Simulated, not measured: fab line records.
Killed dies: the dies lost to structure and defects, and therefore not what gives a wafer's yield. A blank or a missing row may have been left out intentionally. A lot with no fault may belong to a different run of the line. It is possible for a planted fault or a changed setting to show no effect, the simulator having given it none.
Chamber matching -- flow sky130 -- SKY_LI_CONTACT_CMP_02 on cmp-02 has 4 sister chambers
The step polishes PSG. 4 wafers are shown with their chamber, then 7 later ones without.

## EACH WAFER AND ITS CHAMBER
wafer,chamber,motor current A (A)
L285.4,2,11.4
L286.1,3,10.3
L286.4,1,11.7
L287.5,0,12.3

## WAFERS WITH NO CHAMBER GIVEN
wafer,motor current A (A)
L287.6,11.6
L292.1,10.6
L292.4,11.7
L292.5,10.1
L298.1,11.6
L298.4,12.1
L298.5,12.0

## WHICH CHAMBER EACH WENT THROUGH
wafer,from the rows above,in truth
L287.6,can't be placed: 1 or 2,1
L292.1,3,3
L292.4,can't be placed: 1 or 2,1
L292.5,3,3
L298.1,can't be placed: 1 or 2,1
L298.4,can't be placed: 0 or 1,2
L298.5,can't be placed: 0 or 1 or 2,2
Placed correctly: 2 of 7. Unplaceable from these rows: 5, with the true chamber sitting among the candidates in 4. 0 placed wrongly.
How it was worked out, from the rows above alone: a wafer's distance from a chamber is the root of the sum, over the readings, of the square of ((its reading less the chamber's mean) divided by the reading's scatter). If the next closest chamber is less than 2 further off than the closest, the wafer can't be placed; otherwise it belongs to the closest. Each chamber's mean is taken over the wafers shown for it. The scatter: root of mean squared gap, hidden wafer to nearest shown wafer, with one shown wafer a chamber.
